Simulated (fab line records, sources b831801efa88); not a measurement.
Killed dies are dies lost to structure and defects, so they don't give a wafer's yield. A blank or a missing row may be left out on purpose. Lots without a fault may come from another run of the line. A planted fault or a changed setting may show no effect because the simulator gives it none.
fab line records | flow sky130
record lots=5 wafers=15 last_day=50
route steps=708 shown LOCAL_INTERCONNECT@396 CONTACT@406 METAL1@434 PAD_OPEN@708
lots that met no fault: from a run of the same line without faults
start_h: hours from the record's first day to the start of the lot's first wafer shown | wait_h: hours since the lot's step before | " the same as in the row above | L1.1+2: a row that stands for several wafers | - no value, or no start given | * or withheld: withheld | < > ~ a bound
route shown NAME@n: a module of which the file shows steps, and the number in the route of the first | usual: mean/standard deviation of fault-free wafers | same: alike in all rows | chamber/n: place in a boat | sites: the reading at each site | _std_site: their standard deviation | _edge_site: outer sites' mean less inner sites' | radius_mm: how far each site lies from the wafer's centre | mask NAME#n: copy n | behind: the tool/chamber that last shaped the wafer | hold: why the lot was held/for how many hours/how that ended | device: the transistor (n, p or np) that didn't switch | end of line: the same wafers' tests at the end of the route | a step without rows: its recipe alone | killed: dies lost to structure and defects at the first sort, not the wafer's yield | map: a wafer's dies, x killed, . not, _ none there
set.NAME: the setting as run; set.NAME@STEP: as run at that earlier step | model.NAME: the simulator's own value behind a step, which no gauge read
lots at some steps of the route; a table a step, a row a wafer
services: from which hour (start_h, from the record's first day; less than 0 if before it) a tool's chamber was out of use, for how many hours, and why
## steps
# step SKY_LOCAL_INTERCONNECT_PEB_09
# recipe peb_temp_c=withheld peb_time_s=withheld resist=KrF-thick
# step SKY_LOCAL_INTERCONNECT_DEVELOP_10
# recipe develop_time_s=60 resist=KrF-thick dev_temp_c=21
# step SKY_LOCAL_INTERCONNECT_CD_MEAS_11
# recipe target_cd_nm=170
# usual cd_nm=170.0/1.6
# columns lot.wafer tool chamber start_h wait_h cd_nm
L688.1 cd_sem-02 - 771.36 - 172.7
L688.4 " - " " 170.6
L688.5 " - " " 172.0
L690.2 cd_sem-02 - 774.86 - 170.1
L690.4 " - " " 169.8
L690.5 " - " " 171.3
L694.1 cd_sem-02 - 806.25 - 171.1
L694.2 " - " " 172.4
L694.4 " - " " 171.0
L702.3 cd_sem-02 - 868.68 - 170.4
L702.5 " - " " 170.7
L702.6 " - " " 171.9
L705.1 cd_sem-01 - 880.80 - 170.1
L705.3 " - " " 168.0
L705.4 " - " " 170.0
# step SKY_LOCAL_INTERCONNECT_OVL_MEAS_12
# usual LOCAL_INTERCONNECT_OVL=0/4.6
# columns lot.wafer tool chamber start_h wait_h LOCAL_INTERCONNECT_OVL[nm]
L688.1 overlay-02 - 771.48 0.1 4
L688.4 " - " " 3
L688.5 " - " " 2
L690.2 overlay-01 - 774.97 0.1 -1
L690.4 " - " " 5
L690.5 " - " " 0
L694.1 overlay-02 - 806.37 0.1 0
L694.2 " - " " 2
L694.4 " - " " 1
L702.3 overlay-01 - 868.77 0.1 -2
L702.5 " - " " 1
L702.6 " - " " 3
L705.1 overlay-02 - 880.92 0.1 -7
L705.3 " - " " -7
L705.4 " - " " 4
# step SKY_LOCAL_INTERCONNECT_ETCH_13
# recipe chemistry=N2/H2 target=BARC ion_energy_ev=200 bias_w=100 pressure_mtorr=30 n2_flow_sccm=100 h2_flow_sccm=200 icp_w=500 stop_on=SiO2 time_s=45.9 target_depth_a=600
# usual drypump_motor_current_A=5.70/0.17 he_backside_leak_sccm=3.44/0.28 oes_product_au=0.855/0.0045 throttle_valve_pct=13.225/0.0096
# columns lot.wafer tool chamber start_h wait_h drypump_motor_current_A he_backside_leak_sccm oes_product_au rf_hours_counter_h throttle_valve_pct
L688.1 rie_metal-04 1 771.52 0.0 5.76 3.53 0.860 4 13.230
L688.4 " 1 " " 5.75 3.57 0.850 - 13.239
L688.5 " 1 " " 5.76 3.46 0.849 - 13.223
L690.2 rie_metal-01 0 775.00 0.0 5.48 3.45 0.853 14 13.244
L690.4 " 0 " " 5.48 3.57 0.858 - 13.220
L690.5 " 1 " " 6.06 3.14 0.852 - 13.224
L694.1 rie_metal-01 0 806.41 0.0 5.46 3.70 0.855 15 13.218
L694.2 " 1 " " 6.04 3.52 0.865 7 13.219
L694.4 " 1 " " 6.04 3.44 0.859 - 13.210
L702.3 rie_metal-04 0 868.82 0.0 5.70 3.25 0.862 - 13.226
L702.5 " 1 " " 5.69 3.54 0.852 - 13.234
L702.6 " 0 " " 5.69 3.19 0.845 - 13.219
L705.1 rie_metal-03 0 880.96 0.0 5.69 3.56 0.855 7 13.224
L705.3 " 1 " " 5.48 3.56 0.846 - 13.226
L705.4 " 0 " " 5.69 3.47 0.849 - 13.221
# step SKY_LOCAL_INTERCONNECT_METAL_ETCH_14
# recipe target_depth_nm=110 stop_on=PSG chemistry=Cl2/BCl3 target=TiN resist_sidewall_deg=88 pressure_mtorr=10 icp_w=900 bias_w=48.5 Cl2_flow_sccm=60 bcl3_flow_sccm=30 time_s=31.4
# step SKY_LOCAL_INTERCONNECT_STRIP_15
# recipe chemistry=O2/N2 power_w=1400 pressure_mtorr=1500 platen_temp_c=withheld o2_flow_sccm=3000 n2_flow_sccm=300 overash_fraction=0.5
# step SKY_LOCAL_INTERCONNECT_STRIP_16
# recipe chemistry=post_etch_residue_remover time_s=1247 temp_c=72.5
# step SKY_LOCAL_INTERCONNECT_CLEAN_17
# recipe chemistry=IPA time_s=180 temp_c=25
# step SKY_LOCAL_INTERCONNECT_CLEAN_18
# recipe chemistry=O3/DIW dry=n2_spin
# step SKY_CONTACT_CVD_00
# recipe material=Si3N4 target_thk_nm=75 temp_c=400 time_s=withheld rf_w=450
# step SKY_CONTACT_THK_MEAS_01
# recipe reads=Si3N4_of_CONTACT_CVD_00
# usual CONTACT_CVD_00_THK=75.0/0.85
# columns lot.wafer tool chamber start_h wait_h CONTACT_CVD_00_THK[nm]
L688.1 film_metro-02 - 772.30 - 73.6
L688.4 " - " " 75.9
L688.5 " - " " 74.7
L690.2 film_metro-02 - 775.76 - 74.4
L690.4 " - " " 76.4
L690.5 " - " " 74.6
L694.1 film_metro-04 - 807.15 - 73.5
L694.2 " - " " 74.0
L694.4 " - " " 74.6
L702.3 film_metro-03 - 869.57 - 74.6
L702.5 " - " " 75.3
L702.6 " - " " 74.7
L705.1 film_metro-04 - 881.70 - 75.4
L705.3 " - " " 75.5
L705.4 " - " " 76.2
# step SKY_CONTACT_HDPCVD_02
# recipe material=SiO2 target_thk_nm=565 sigma_open_frac=0.3 time_s=94.2 temp_c=600 sih4_flow_sccm=60 pressure_mtorr=6
# usual susceptor_temp_C=599.96/0.29
# columns lot.wafer tool chamber start_h wait_h susceptor_temp_C model.SiO2_of_CONTACT_HDPCVD_02.thk_nm
L688.1 hdpcvd-01 2 772.36 0.1 599.62 548
L688.4 " 1 " " 600.19 564
L688.5 " 2 " " 599.70 550.2
L690.2 hdpcvd-02 1 775.81 0.0 600.17 567.9
L690.4 " 2 " " 599.59 275.4
L690.5 " 0 " " 599.66 569.4
L694.1 hdpcvd-01 1 807.21 0.1 599.98 580.7
L694.2 " 0 " " 599.70 580.3
L694.4 " 2 " " 599.44 566.4
L702.3 hdpcvd-02 0 869.68 0.1 600.13 570.6
L702.5 " 0 " " 600.08 568.7
L702.6 " 0 " " 599.36 568.5
L705.1 hdpcvd-02 0 881.76 0.1 599.76 561.2
L705.3 " 0 " " 599.63 560.2
L705.4 " 1 " " 600.15 569.2
# step SKY_CONTACT_THK_MEAS_03
# recipe reads=SiO2_of_CONTACT_HDPCVD_02
# usual CONTACT_HDPCVD_THK=566/6.4
# columns lot.wafer tool chamber start_h wait_h CONTACT_HDPCVD_THK[nm]
L688.1 film_metro-03 - 772.43 0.0 548
L688.4 " - " " 564
L688.5 " - " " 550
L690.2 film_metro-04 - 775.89 0.0 568
L690.4 " - " " 275
L690.5 " - " " 570
L694.1 film_metro-03 - 807.28 0.0 580
L694.2 " - " " 580
L694.4 " - " " 567
L702.3 film_metro-02 - 869.83 0.1 571
L702.5 " - " " 568
L702.6 " - " " 569
L705.1 film_metro-02 - 881.86 0.1 562
L705.3 " - " " 560
L705.4 " - " " 569
# step SKY_CONTACT_CMP_04
# recipe material=SiO2 down_force_psi=4 platen_rpm=60 pad_velocity_m_s=0.94248
# usual motor_current_A=12.1/0.91 time_to_endpoint_s=83/4.5
# columns lot.wafer tool chamber start_h wait_h motor_current_A time_to_endpoint_s
L688.1 cmp-02 1 772.54 0.1 13.8 76
L688.4 " 2 " " 11.7 84
L688.5 " 1 " " 14.1 79
L690.4 cmp-02 0 775.99 0.1 11.5 45
L690.2 " 2 " " 11.5 85
L690.5 " 3 " " 10.7 86
L694.4 cmp-01 2 807.34 0.0 12.0 79
L694.2 " 0 " " 12.9 82
L694.1 " 1 " " 12.6 83
L702.3 cmp-02 1 869.92 0.1 13.6 89
L702.6 " 0 " " 11.0 80
L702.5 " 1 " " 13.2 89
L705.1 cmp-01 0 881.92 0.1 11.8 79
L705.3 " 2 " " 11.8 84
L705.4 " 3 " " 12.3 87
# step SKY_CONTACT_BOW_MEAS_05
# recipe mode=bow
# usual CONTACT_BOW=80/7.1
# columns lot.wafer tool chamber start_h wait_h CONTACT_BOW[um]
L688.1 film_metro-03 - 772.79 0.2 71
L688.4 " - " " 80
L688.5 " - " " 78
L690.2 film_metro-03 - 776.26 0.1 70
L690.4 " - " " 67
L690.5 " - " " 72
L694.1 film_metro-03 - 807.64 0.1 79
L694.2 " - " " 64
L694.4 " - " " 81
L702.3 film_metro-04 - 870.21 0.2 85
L702.5 " - " " 71
L702.6 " - " " 78
L705.1 film_metro-03 - 882.22 0.2 90
L705.3 " - " " 90
L705.4 " - " " 83
# step SKY_CONTACT_DEHYDRATE_06
# recipe temp_c=200 time_s=60
# step SKY_CONTACT_HMDS_07
# recipe prime_time_s=60 prime_temp_c=120
# step SKY_CONTACT_COAT_08
# recipe resist=BARC temp_c=withheld time_s=withheld spin_rpm=3000 resist_thk_nm=60
# step SKY_CONTACT_COAT_09
# recipe resist=KrF-thick spin_rpm=3000 resist_thk_nm=450
# step SKY_CONTACT_SOFTBAKE_10
# recipe temp_c=100 time_s=90 resist=KrF-thick
# step SKY_CONTACT_EXPOSE_11
# recipe mask_id=CTM1 na=0.8 source_shape=annular sigma_inner=0.55 sigma_outer=0.85 target_cd_nm=170 dose_mj=38
# step SKY_CONTACT_PEB_12
# recipe peb_temp_c=withheld peb_time_s=withheld resist=KrF-thick
# step SKY_CONTACT_DEVELOP_13
# recipe develop_time_s=60 resist=KrF-thick dev_temp_c=21
# step SKY_CONTACT_CD_MEAS_14
# recipe target_cd_nm=170
# usual cd_nm=169.8/1.4
# columns lot.wafer tool chamber start_h wait_h cd_nm
L688.1 cd_sem-01 - 799.75 - 169.4
L688.4 " - " " 169.0
L688.5 " - " " 170.3
L690.2 cd_sem-01 - 803.43 - 171.3
L690.4 " - " " 172.4
L690.5 " - " " 172.3
L694.1 cd_sem-02 - 834.15 - 170.1
L694.2 " - " " 170.3
L694.4 " - " " 170.4
L702.3 cd_sem-02 - 896.00 - 169.5
L702.5 " - " " 170.7
L702.6 " - " " 170.1
L705.1 cd_sem-02 - 907.36 - 171.4
L705.3 " - " " 171.7
L705.4 " - " " 170.3
# step SKY_CONTACT_OVL_MEAS_15
# usual CONTACT_OVL=2/6.1
# columns lot.wafer tool chamber start_h wait_h CONTACT_OVL[nm]
L688.1 overlay-02 - 799.87 0.1 -9
L688.4 " - " " 9
L688.5 " - " " 1
L690.2 overlay-01 - 803.54 0.1 -9
L690.4 " - " " -7
L690.5 " - " " -9
L694.1 overlay-02 - 834.27 0.1 -2
L694.2 " - " " -7
L694.4 " - " " -5
L702.3 overlay-01 - 896.10 0.1 -1
L702.5 " - " " 11
L702.6 " - " " 0
L705.1 overlay-01 - 907.48 0.1 4
L705.3 " - " " 3
L705.4 " - " " -4
# step SKY_CONTACT_ETCH_16
# recipe chemistry=N2/H2 target=BARC ion_energy_ev=200 source_w=500 bias_w=100 pressure_mtorr=30 n2_flow_sccm=100 h2_flow_sccm=200 stop_on=SiO2 time_s=45.9 target_depth_a=600
# step SKY_CONTACT_ETCH_17
# recipe target=SiO2 chemistry=C4F8/O2/Ar stop_on=Si3N4 mask_material=KrF-thick source_w=1554 bias_w=1200 pressure_mtorr=40 c4f8_flow_sccm=withheld O2_flow_sccm=6 Ar_flow_sccm=300 time_s=withheld target_depth_a=3400
# usual oes_product_au=0.892/0.0047
# columns lot.wafer tool chamber start_h wait_h oes_product_au model.CONTACT.feature_depth_nm model.etch.depth_nm
L688.1 rie_diel-03 1 799.95 0.0 0.892 340.2 339.2
L688.4 " 0 " " 0.898 340.5 339.6
L688.5 " 1 " " 0.895 341.6 340.7
L690.2 rie_diel-03 1 803.61 0.0 0.885 341 340
L690.4 " 0 " " 0.797 276.3 275.4
L690.5 " 1 " " 0.898 340.2 339.2
L694.1 rie_diel-01 0 834.35 0.0 0.893 340.2 339.3
L694.2 " 2 " " 0.886 340.7 339.7
L694.4 " 3 " " 0.893 339.8 338.9
L702.3 rie_diel-04 0 896.16 0.0 0.891 342.7 341.7
L702.5 " 1 " " 0.891 343 342
L702.6 " 0 " " 0.892 341.6 340.7
L705.1 rie_diel-03 1 907.56 0.0 0.885 339.9 338.9
L705.3 " 0 " " 0.882 340 339
L705.4 " 3 " " 0.893 341.4 340.5
# step SKY_CONTACT_ETCH_18
# recipe target=Si3N4 chemistry=CHF3/O2 stop_on=TiN source_w=600 bias_w=200 pressure_mtorr=40 chf3_flow_sccm=50 O2_flow_sccm=5 time_s=39 target_depth_a=750
# usual O2_flow_sccm=4.996/0.016 drypump_motor_current_A=6.0/0.36 oes_product_au=0.848/0.007 throttle_valve_pct=8.791/0.0084
# columns lot.wafer tool chamber start_h wait_h O2_flow_sccm drypump_motor_current_A oes_product_au rf_hours_counter_h throttle_valve_pct
L688.1 rie_diel-03 1 - - 4.991 6.3 0.840 15 8.788
L688.4 " 0 " " 4.978 6.5 0.854 21 8.775
L688.5 " 1 " " 4.986 6.3 0.842 - 8.771
L690.2 rie_diel-03 1 - - 4.989 6.3 0.850 16 8.790
L690.4 " 0 " " 4.990 6.5 0.856 21 8.778
L690.5 " 1 " " 5.014 6.3 0.834 - 8.783
L694.1 rie_diel-01 0 - - 5.004 6.2 0.841 20 8.774
L694.2 " 2 " " 4.972 6.5 0.847 14 8.775
L694.4 " 3 " " 4.987 6.1 0.843 8 8.784
L702.3 rie_diel-04 0 - - 5.004 6.1 0.838 9 8.791
L702.5 " 1 " " 4.987 6.0 0.850 - 8.790
L702.6 " 0 " " 4.995 6.2 0.846 - 8.794
L705.1 rie_diel-03 1 - - 4.974 6.3 0.857 19 8.788
L705.3 " 0 " " 5.019 6.5 0.850 25 8.798
L705.4 " 3 " " 5.002 6.2 0.854 9 8.791
# step SKY_CONTACT_STRIP_19
# recipe chemistry=O2/N2 power_w=1400 pressure_mtorr=1500 platen_temp_c=withheld o2_flow_sccm=3000 n2_flow_sccm=300 overash_fraction=0.5
# usual drypump_motor_current_A=5.8/0.39 o2_flow_sccm=2999/9.6 oes_product_au=0.381/0.005 strip_time_to_endpoint_s=3.62/0.03
# columns lot.wafer tool chamber start_h wait_h drypump_motor_current_A o2_flow_sccm oes_product_au rf_hours_counter_h strip_time_to_endpoint_s
L688.1 plasma_asher-04 0 800.04 - 5.9 2996 0.372 69 3.57
L688.4 " 1 " " 6.3 3003 0.378 - 3.59
L688.5 " 1 " " 6.4 2993 0.379 - 3.60
L690.2 plasma_asher-03 0 803.70 - 5.6 3010 0.377 37 3.62
L690.4 " 1 " " 5.6 3012 0.375 - 3.64
L690.5 " 1 " " 5.6 3006 0.374 - 3.60
L694.1 plasma_asher-03 0 834.44 - 5.6 3011 0.384 40 3.59
L694.2 " 1 " " 5.6 2986 0.387 40 3.63
L694.4 " 0 " " 5.6 3002 0.379 - 3.56
L702.3 plasma_asher-04 1 896.29 - 6.3 2985 0.379 - 3.64
L702.5 " 0 " " 5.9 3024 0.375 - 3.61
L702.6 " 1 " " 6.3 2981 0.383 - 3.67
L705.1 plasma_asher-04 1 907.65 - 6.4 2991 0.384 81 3.60
L705.3 " 0 " " 5.9 2996 0.384 - 3.61
L705.4 " 1 " " 6.4 2978 0.382 - 3.65
# step SKY_CONTACT_STRIP_20
# recipe chemistry=post_etch_residue_remover time_s=1200 temp_c=72.5
# step SKY_CONTACT_CLEAN_21
# recipe chemistry=IPA time_s=180 temp_c=25
# step SKY_CONTACT_CLEAN_22
# recipe chemistry=O3/DIW dry=n2_spin
# step SKY_CONTACT_SPUTTER_23
# recipe material=TiN target_thk_nm=20 chamber_pressure_pa=5 power_w=4000 time_s=80
# usual throttle_valve_pct=30.4/0.98
# columns lot.wafer tool chamber start_h wait_h throttle_valve_pct
L688.1 pvd_sputter-03 - 800.63 0.0 32.2
L688.4 " - " " 30.0
L688.5 " - " " 32.4
L690.2 pvd_sputter-04 - 804.29 0.0 30.1
L690.4 " - " " 29.2
L690.5 " - " " 30.0
L694.1 pvd_sputter-03 - 835.03 0.0 30.1
L694.2 " - " " 30.1
L694.4 " - " " 30.5
L702.3 pvd_sputter-02 - 896.84 0.0 31.6
L702.5 " - " " 29.8
L702.6 " - " " 31.8
L705.1 pvd_sputter-04 - 908.24 0.0 29.9
L705.3 " - " " 30.0
L705.4 " - " " 29.6
# step SKY_CONTACT_CVD_24
# recipe material=W target_thk_nm=340 time_s=102.12 temp_c=400 pressure_torr=40
# step SKY_CONTACT_RS_MEAS_25
# recipe thk_meas_gauge=four-point-probe reads=W_of_CONTACT_CVD_24+TiN_of_CONTACT_SPUTTER_23
# usual CONTACT_W_RS=0.339/0.0055
# columns lot.wafer tool chamber start_h wait_h CONTACT_W_RS[ohm/sq]
L688.1 film_metro-04 - 800.80 0.1 0.343
L688.4 " - " " 0.341
L688.5 " - " " 0.336
L690.2 film_metro-03 - 804.53 0.1 0.333
L690.4 " - " " 0.330
L690.5 " - " " 0.334
L694.1 film_metro-04 - 835.20 0.1 0.329
L694.2 " - " " 0.334
L694.4 " - " " 0.336
L702.3 film_metro-02 - 897.06 0.1 0.327
L702.5 " - " " 0.337
L702.6 " - " " 0.328
L705.1 film_metro-02 - 908.53 0.2 0.340
L705.3 " - " " 0.337
L705.4 " - " " 0.340
# step SKY_CONTACT_THK_MEAS_26
# recipe thk_meas_gauge=xrf reads=W_of_CONTACT_CVD_24
# usual CONTACT_W_THK=346/6.3
# columns lot.wafer tool chamber start_h wait_h CONTACT_W_THK[nm]
L688.1 film_metro-04 - 800.92 0.1 343
L688.4 " - " " 345
L688.5 " - " " 350
L690.2 film_metro-03 - 804.64 0.1 353
L690.4 " - " " 355
L690.5 " - " " 351
L694.1 film_metro-04 - 835.32 0.1 354
L694.2 " - " " 349
L694.4 " - " " 346
L702.3 film_metro-02 - 897.16 0.1 357
L702.5 " - " " 348
L702.6 " - " " 358
L705.1 film_metro-02 - 908.65 0.1 345
L705.3 " - " " 348
L705.4 " - " " 345
# step SKY_CONTACT_CMP_27
# recipe stop_on=SiO2 t_overpolish_s=15 down_force_psi=3.5 platen_rpm=60 target_thk_nm=0 pad_velocity_m_s=0.94248
# step SKY_METAL1_SPUTTER_00
# recipe material=Ti target_thk_nm=15 power_w=3000 time_s=10 chamber_pressure_pa=0.4
# step SKY_METAL1_SPUTTER_01
# recipe material=TiN target_thk_nm=20 power_w=6500 time_s=16.7 chamber_pressure_pa=0.4
# step SKY_METAL1_SPUTTER_02
# recipe material=AlCu target_thk_nm=250 power_w=10600 time_s=13.3 chamber_pressure_pa=0.4
# step SKY_METAL1_SPUTTER_03
# recipe material=Ti target_thk_nm=5 power_w=3000 time_s=3.3 chamber_pressure_pa=0.4
# usual throttle_valve_pct=30.0/0.8
# columns lot.wafer tool chamber start_h wait_h throttle_valve_pct
L688.1 pvd_sputter-01 - 801.35 0.0 31.0
L688.4 " - " " 30.6
L688.5 " - " " 30.9
L690.2 pvd_sputter-04 - 805.06 0.0 29.6
L690.4 " - " " 29.8
L690.5 " - " " 30.1
L694.1 pvd_sputter-01 - 835.85 0.0 29.0
L694.2 " - " " 30.8
L694.4 " - " " 29.5
L702.3 pvd_sputter-02 - 897.57 0.0 29.8
L702.5 " - " " 30.1
L702.6 " - " " 31.7
L705.1 pvd_sputter-04 - 909.08 0.0 30.2
L705.3 " - " " 29.3
L705.4 " - " " 30.4
# step SKY_METAL1_METAL_ETCH_19
# recipe target_depth_a=3600 stop_on=SiO2 over_etch_frac=0.3 time_s=78 chemistry=Cl2/BCl3 resist_sidewall_deg=88 pressure_mtorr=10 icp_w=900 bias_w=48.5 Cl2_flow_sccm=60 bcl3_flow_sccm=30
# usual drypump_motor_current_A=5.82/0.29 he_backside_leak_sccm=3.41/0.16 oes_product_au=0.853/0.0064 throttle_valve_pct=22.265/0.0094
# same over_etch_frac=0.3
# columns lot.wafer tool chamber start_h wait_h drypump_motor_current_A he_backside_leak_sccm oes_product_au rf_hours_counter_h throttle_valve_pct model.SiO2_of_CONTACT_HDPCVD_02.thk_nm
L688.1 rie_metal-01 1 828.98 0.0 6.04 3.65 0.845 7 22.260 325.4
L688.4 " 1 " " 6.02 3.71 0.849 - 22.269 325.7
L688.5 " 1 " " 6.03 3.40 0.856 - 22.255 326.9
L690.2 rie_metal-04 1 832.44 0.0 5.70 3.40 0.847 6 22.271 326
L690.4 " 0 " " 5.68 3.11 0.858 - 22.241 261.4
L690.5 " 0 " " 5.68 3.23 0.857 - 22.260 325.4
L694.1 rie_metal-01 1 863.11 0.1 6.04 3.27 0.851 10 22.258 325.3
L694.2 " 1 " " 6.05 3.46 0.856 - 22.250 325.9
L694.4 " 1 " " 6.03 3.36 0.851 - 22.253 325.1
L702.3 rie_metal-01 1 922.82 0.1 6.05 3.26 0.848 - 22.257 327.9
L702.5 " 1 " " 6.04 3.39 0.851 - 22.259 328.2
L702.6 " 0 " " 5.46 3.58 0.858 - 22.273 326.4
L705.1 rie_metal-01 0 934.44 0.0 5.48 3.46 0.850 2 22.257 324.7
L705.3 " 1 " " 6.01 3.25 0.851 - 22.269 325.4
L705.4 " 0 " " 5.47 3.55 0.848 - 22.266 326.3
# step SKY_PAD_OPEN_PROBE_99
# columns lot.wafer tool chamber start_h wait_h model.etest.met1_comb.leak_log10_a_um
L688.1 prober-01 - 1132.18 0.1 -12.12
L688.4 prober-01 - 1132.33 0.2 -11.99
L688.5 prober-01 - 1132.38 0.2 -11.94
L690.2+5 prober-01 - 1134.15 0.1 -11.95
L690.4 prober-01 - 1134.25 0.2 -7.195
L694.1 prober-01 - 1155.15 0.1 -12.14
L694.2 prober-01 - 1155.20 0.1 -12.04
L694.4 prober-01 - 1155.30 0.2 -12.03
L702.3 prober-02 - 1194.28 0.2 -12
L702.5 prober-02 - 1194.38 0.2 -11.96
L702.6 prober-02 - 1194.43 0.2 -12.04
L705.1 prober-02 - 1201.64 0.1 -12.09
L705.3 prober-02 - 1201.74 0.2 -12.02
L705.4 prober-02 - 1201.79 0.2 -12.06
# killed by level:class
L688.1 VIA1:geometric_particle:open=13 VIA3:geometric_particle:open=10 CONTACT:geometric_particle:open=7 LI_CONTACT:geometric_particle:open=7 VIA2:geometric_particle:open=5 METAL3:geometric_particle:short=5 FIELD_ISO:geometric_particle:short=4 VIA1:geometric_particle:short=4
L688.4 VIA1:geometric_particle:open=12 LI_CONTACT:geometric_particle:open=7 VIA1:geometric_particle:short=7 POLY_GATE:geometric_particle:open=5 LOCAL_INTERCONNECT:geometric_particle:short=5 CONTACT:geometric_particle:open=5 METAL1:geometric_particle:short=5 VIA2:geometric_particle:open=5
L688.5 VIA1:geometric_particle:open=13 VIA3:geometric_particle:open=11 LI_CONTACT:geometric_particle:open=10 VIA2:geometric_particle:open=9 CONTACT:geometric_particle:open=8 METAL2:geometric_particle:short=8 FIELD_ISO:geometric_particle:open=6 FIELD_ISO:geometric_particle:short=6
L694.1 METAL1:geometric_particle:short=8 LI_CONTACT:geometric_particle:open=8 VIA1:geometric_particle:open=8 LOCAL_INTERCONNECT:geometric_particle:short=7 METAL4:geometric_particle:short=6 CONTACT:geometric_particle:open=6 METAL2:geometric_particle:short=6 FIELD_ISO:geometric_particle:short=5
L694.2 CONTACT:geometric_particle:open=10 VIA1:geometric_particle:open=10 VIA3:geometric_particle:open=9 LOCAL_INTERCONNECT:geometric_particle:short=7 METAL2:geometric_particle:short=7 VIA2:geometric_particle:open=7 LI_CONTACT:geometric_particle:open=6 VIA2:geometric_particle:short=5
L694.4 VIA1:geometric_particle:open=11 METAL1:geometric_particle:short=9 CONTACT:geometric_particle:open=8 VIA1:geometric_particle:short=8 METAL2:geometric_particle:short=6 LI_CONTACT:geometric_particle:open=5 LOCAL_INTERCONNECT:geometric_particle:short=4 CONTACT:geometric_particle:short=4
L702.3 VIA1:geometric_particle:open=10 CONTACT:geometric_particle:open=6 LOCAL_INTERCONNECT:geometric_particle:short=6 FIELD_ISO:geometric_particle:open=5 VIA2:geometric_particle:open=5 LI_CONTACT:geometric_particle:open=4 LI_CONTACT:geometric_particle:short=4 METAL1:geometric_particle:short=4
L702.5 VIA1:geometric_particle:open=15 CONTACT:geometric_particle:open=8 POLY_GATE:geometric_particle:short=7 CONTACT:geometric_particle:short=7 METAL2:geometric_particle:short=6 FIELD_ISO:geometric_particle:open=5 LI_CONTACT:geometric_particle:open=5 METAL4:geometric_particle:short=4
L702.6 CONTACT:geometric_particle:open=12 VIA1:geometric_particle:open=12 VIA3:geometric_particle:open=6 POLY_GATE:geometric_particle:open=5 LOCAL_INTERCONNECT:geometric_particle:short=5 VIA1:geometric_particle:short=5 FIELD_ISO:geometric_particle:short=4 FIELD_ISO:geometric_particle:open=4
L705.1 VIA1:geometric_particle:open=10 VIA3:geometric_particle:open=8 VIA1:geometric_particle:short=7 METAL1:geometric_particle:short=6 LI_CONTACT:geometric_particle:short=6 VIA2:geometric_particle:open=6 CONTACT:geometric_particle:open=6 LI_CONTACT:geometric_particle:open=5
L705.3 VIA1:geometric_particle:open=17 METAL2:geometric_particle:short=7 FIELD_ISO:geometric_particle:short=6 LOCAL_INTERCONNECT:geometric_particle:short=6 CONTACT:geometric_particle:open=6 VIA3:geometric_particle:open=6 FIELD_ISO:geometric_particle:open=5 VIA2:geometric_particle:short=5
L705.4 VIA1:geometric_particle:open=12 CONTACT:geometric_particle:open=10 VIA2:geometric_particle:open=8 VIA3:geometric_particle:open=6 METAL1:geometric_particle:short=5 VIA3:geometric_particle:short=4 FIELD_ISO:geometric_particle:short=4 VIA1:geometric_particle:short=4
## services
# columns tool chamber start_h hours kind
rie_diel-04 1 748.49 2.4 repair
cmp-01 - 751.02 5.4 pm
rie_diel-03 2 752.45 5.2 repair
cmp-01 - 753.17 13.3 repair
cmp-02 - 753.32 1.0 repair
rie_diel-01 2 764.33 3.7 repair
hdpcvd-02 - 766.60 2.5 repair
cmp-02 - 766.84 1.3 repair
rie_diel-03 - 767.22 2.8 pm
hdpcvd-01 - 781.21 0.6 repair
hdpcvd-01 2 784.92 11.2 repair
cmp-01 - 790.56 4.5 repair
rie_metal-04 - 796.12 2.8 pm
pvd_sputter-04 - 797.40 4.7 repair
rie_metal-04 1 805.43 3.9 repair
rie_diel-03 - 817.82 0.2 repair
cmp-02 - 819.17 32.7 repair
hdpcvd-02 2 846.09 173.0 repair
rie_diel-03 0 850.67 3.9 repair
hdpcvd-02 1 860.43 11.6 repair
hdpcvd-02 - 860.62 1.4 repair
rie_metal-01 - 863.29 14.6 pm
rie_metal-01 - 877.89 2.8 pm
rie_diel-03 0 926.82 2.1 repair
## key
first_sign step=SKY_CONTACT_THK_MEAS_03 reading=CONTACT_HDPCVD_THK direction=down sigmas=45 usual=566 struck=275
effect step=SKY_CONTACT_CMP_04 reading=time_to_endpoint_s direction=down sigmas=8.6 usual=* struck=*
effect step=SKY_CONTACT_ETCH_17 reading=oes_product_au direction=down sigmas=20 usual=0.892 struck=0.797
model_effect step=SKY_CONTACT_HDPCVD_02 value=SiO2_of_CONTACT_HDPCVD_02.thk_nm without=560.1 struck=275.4
model_effect step=SKY_CONTACT_ETCH_17 value=CONTACT.feature_depth_nm without=339.9 struck=276.3
model_effect step=SKY_METAL1_METAL_ETCH_19 value=SiO2_of_CONTACT_HDPCVD_02.thk_nm without=325 struck=261.4
model_effect step=SKY_PAD_OPEN_PROBE_99 value=etest.met1_comb.leak_log10_a_um without=-12.04 struck=-7.195
met_at SKY_CONTACT_HDPCVD_02
struck_wafers L690.4
sort_left_out L690.4
tester_left_out L690
fault kind=process_parameter_drift tool=hdpcvd-02 chamber=2 onset_h=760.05 steps=SKY_CONTACT_HDPCVD_02 channel=target_thk_nm offset=-284.76 shape=step end_h=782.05 acts_in=these_recipes_only stated=565
# tester_left_out: of these lots the tester's yield and bins aren't shown, on N5 and GAA mostly nor the transistor test; their killed dies are dies lost to structure and defects alone, not to doping, threshold or leakage, so they don't give the yield
# sort_left_out: the simulated sort isn't trusted on such a fault, so these wafers' sort isn't shown, and their yield isn't known
